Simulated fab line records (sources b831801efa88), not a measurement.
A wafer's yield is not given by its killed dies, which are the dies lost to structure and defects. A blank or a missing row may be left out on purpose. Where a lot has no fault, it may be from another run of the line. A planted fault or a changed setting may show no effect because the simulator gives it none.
Matching of chambers || flow sky130 || 4 sister chambers for SKY_CONTACT_ETCH_17 on rie_diel-03
The step etches SiO2 in C4F8/O2/Ar, stops on Si3N4, target depth 340 nm. 4 wafers are shown with their chamber, then 7 later ones without.

## WAFERS WITH THEIR CHAMBER
{"wafer": "L660.3", "chamber": 3, "chamber_pressure_mTorr (mTorr)": 39.96}
{"wafer": "L663.6", "chamber": 1, "chamber_pressure_mTorr (mTorr)": 40.03}
{"wafer": "L666.1", "chamber": 0, "chamber_pressure_mTorr (mTorr)": 40.04}
{"wafer": "L666.3", "chamber": 2, "chamber_pressure_mTorr (mTorr)": 40.05}

## WAFERS WITHOUT THEIR CHAMBER
{"wafer": "L666.5", "chamber_pressure_mTorr (mTorr)": 40.02}
{"wafer": "L673.3", "chamber_pressure_mTorr (mTorr)": 40.05}
{"wafer": "L673.4", "chamber_pressure_mTorr (mTorr)": 40.05}
{"wafer": "L673.5", "chamber_pressure_mTorr (mTorr)": 39.91}
{"wafer": "L672.2", "chamber_pressure_mTorr (mTorr)": 40.02}
{"wafer": "L672.4", "chamber_pressure_mTorr (mTorr)": 39.98}
{"wafer": "L672.6", "chamber_pressure_mTorr (mTorr)": 40.02}

## WHICH CHAMBER EACH WENT THROUGH
{"wafer": "L666.5", "from the rows above": "can't be placed: 1 or 0 or 2", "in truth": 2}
{"wafer": "L673.3", "from the rows above": "can't be placed: 2 or 0 or 1", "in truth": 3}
{"wafer": "L673.4", "from the rows above": "can't be placed: 2 or 0 or 1", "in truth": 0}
{"wafer": "L673.5", "from the rows above": 3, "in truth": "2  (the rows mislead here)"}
{"wafer": "L672.2", "from the rows above": "can't be placed: 1 or 0 or 2", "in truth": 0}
{"wafer": "L672.4", "from the rows above": "can't be placed: 3 or 1 or 0", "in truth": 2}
{"wafer": "L672.6", "from the rows above": "can't be placed: 1 or 0 or 2", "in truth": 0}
Correctly placed: 0 of 7. Can't be placed from these rows: 6 (the true chamber is among the candidates in 4). Wrongly placed: 1.
How it was worked out, from the rows above alone: a wafer's distance from a chamber is the root of the sum, over the readings, of the square of ((its reading less the chamber's mean) divided by the reading's scatter). If the next closest chamber is less than 2 further off than the closest, the wafer can't be placed; otherwise it belongs to the closest. For every chamber, the mean is computed from those of its wafers that are shown. The scatter: with one shown wafer a chamber, the root of the mean of the squares of how far each hidden wafer lies from its nearest shown one.
